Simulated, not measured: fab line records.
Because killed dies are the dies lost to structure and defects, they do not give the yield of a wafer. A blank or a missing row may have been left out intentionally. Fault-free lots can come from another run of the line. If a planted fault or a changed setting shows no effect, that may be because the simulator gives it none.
The tool behind it: which one? | flow gf180mcu | Sampling: 7 lots, 21 wafers, 2 of 602 route steps

## WHAT THE GAUGES SHOWED, per wafer
GF_HV_LDD_CD_MEAS_31: the cd target is 400 nm.
lot  | measured     | on       | cdNm (nm)
L552 | day 12 02:17 | cdSem-01 | 406.1 405.5 405.1
L556 | day 13 08:46 | cdSem-02 | - - -
L564 | day 16 02:32 | cdSem-02 | 405.3 405.4 404.6
L565 | day 16 23:57 | cdSem-02 | 402.8 401.5 402.2
L568 | day 17 07:14 | cdSem-01 | 408.8 409.3 406.4
L570 | day 17 23:28 | cdSem-01 | 405.5 408.1 405.6
L571 | day 18 19:16 | cdSem-01 | 407.5 406.4 406.2

## TOOL THAT RAN EACH LOT (tool first, then ch and the chambers of the sampled wafers, then the start)
lot  | GF_HV_LDD_COAT_26
L552 | lithoTrack-01 ch 0, day 11 16:37
L556 | lithoTrack-01, day 12 22:38
L564 | lithoTrack-02 ch 0, day 15 16:08
L565 | lithoTrack-01 ch 0, day 16 12:24
L568 | lithoTrack-04 ch 0, day 16 19:56
L570 | lithoTrack-02 ch 0, day 17 11:48
L571 | lithoTrack-02 ch 0, day 18 07:36
- GF_HV_LDD_COAT_26: resist thk 1000 nm.

## THE ANSWER, worked out from the rows above alone
Rule: what is usual is taken from the lots themselves. Put in order of their means at a reading, lots are off if they are a third of the lots or fewer, leave a main group of 4 or more, and stand apart from it by a gap of 3 or more times the standard deviation of the main group's means; of several such gaps the widest counts. The tables above print the reading to a certain number of digits; a main group whose means all agree to those digits is not used. Also off: a lot with no number at a reading for which 4 or more lots have one. Any other lot the step has rows for is counted as sound.
Off: L556 (GF_HV_LDD_CD_MEAS_31, cdNm). Without a number there: L556. Main group: mean 405.7 nm, sd 1.8.
A tool fits if, at a process step before that reading, it ran every lot that is off, and no sound lot after the first of them. Those tools and the gauges at GF_HV_LDD_CD_MEAS_31 are tried in the same way. None of those tried fits.

## WHAT THE SIMULATOR PUT IN
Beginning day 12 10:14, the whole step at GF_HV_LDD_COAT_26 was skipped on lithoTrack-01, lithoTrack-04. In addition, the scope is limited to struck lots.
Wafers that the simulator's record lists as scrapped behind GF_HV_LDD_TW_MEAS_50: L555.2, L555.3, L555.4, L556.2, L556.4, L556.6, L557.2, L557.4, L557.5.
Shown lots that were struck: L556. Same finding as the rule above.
